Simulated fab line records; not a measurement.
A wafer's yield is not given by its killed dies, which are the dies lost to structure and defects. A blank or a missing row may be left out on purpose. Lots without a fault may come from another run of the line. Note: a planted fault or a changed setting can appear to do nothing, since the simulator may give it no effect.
Problem report, 8D (eight disciplines) form, completed by code | flow gf180mcu | the parts of the form that need people (team, actions taken, sign-off) are left out

1. WHAT WENT WRONG
Across 9 wafers from 3 lots, HV_LDD_RS at GF_HV_LDD_RS_MEAS_53 averages 433.2 ohm/sq, while fault-free wafers read 418.7 ohm/sq with a standard deviation of 0.79. That puts it +18 standard deviations away from the usual mean.
The step: measures by four-point-probe.
Earliest sighting: wafer L800.1 on film metro-01 at day 12 22:49. At this step, 36 wafers from 12 lots have a number in the record. By rule, "out" or "out of limits" means more than 4 standard deviations away from the usual mean. All remaining wafers that have a number are taken as sound.

2. WHAT IT IS, WHAT IT ISN'T
question                    | is                     | is not
which readings at this step | HV_LDD_RS              | -
which lots                  | L800, L801, L802       | L799, L810, L811, L813, L815, L816, L817, L820, L821
which wafers of those lots  | all that have a number | -
read on which gauges        | film metro-01          | film metro-03, film metro-04
when                        | from day 12 22:49      | up to then (3 sound wafers); but 24 sound wafers of L810, L811, L813, L815, L816, L817, L820, L821 came after

3. WHAT RULES OUT EACH SUSPECT
Counting: any tool at a process step up to the reading is kept as a suspect provided that every lot that is out went through it and no sound lot did after the first of them.
- the gauge at GF_HV_LDD_RS_MEAS_53 is ruled out. All the wafers that are out were read on film metro-01, but those of them that GF_HV_LDD_IMPLANT_34 has rows for are out there too, on other tools.
- implanter-03 at GF_HV_LDD_IMPLANT_34: ruled out as a lasting fault. After its first lot that is out, L800 (day 12 03:01), sound lots L813, L815, L816, L817, L820 ran on it.
Left after counting: nothing in the record.

4. THE CAUSE (what the simulator had put in)
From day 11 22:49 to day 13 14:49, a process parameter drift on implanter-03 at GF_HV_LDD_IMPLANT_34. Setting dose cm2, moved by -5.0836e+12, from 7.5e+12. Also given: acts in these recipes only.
The count ruled it out by mistake, since the rule takes a fault to strike every lot its tool runs from the start of the fault on, and this one did not do so.

5. THE EFFECT CHAIN, in route order
Rows list readings where the struck wafers' mean (over those with a number) sits beyond 3 standard deviations from the usual. Only readings for which the record gives a usual standard deviation are gone through. hours: the time from each lot's start at the first step in this table that gives one to its start at this step, as a median over the lots. sigmas: the change in usual standard deviations.
hours | step                 | reading            | usual        | on struck wafers | change   | sigmas
0     | GF_HV_LDD_IMPLANT_34 | dose ions cm2      | 7.5e+12      | 2.4e+12          | -5.1e+12 | -99 or more
0     | GF_HV_LDD_IMPLANT_34 | faraday current uA | 42.3         | 13.7             | -28.6    | -33
21    | GF_HV_LDD_RS_MEAS_53 | HV_LDD_RS          | 418.7 ohm/sq | 433.2            | +14.5    | +18
Here are the process steps it includes:
- GF_HV_LDD_IMPLANT_34

6. WHAT WOULD HAVE CAUGHT IT SOONER
In this record the first reading out of limits at a measuring or inspecting step was taken at day 12 22:49, 24 hours after the fault began at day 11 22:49.
At GF_HV_LDD_IMPLANT_34, the tool's own readings (dose ions cm2, faraday current uA) were out on each struck wafer the step has a row for, so an alarm limit on them would have fired on the first such wafer.
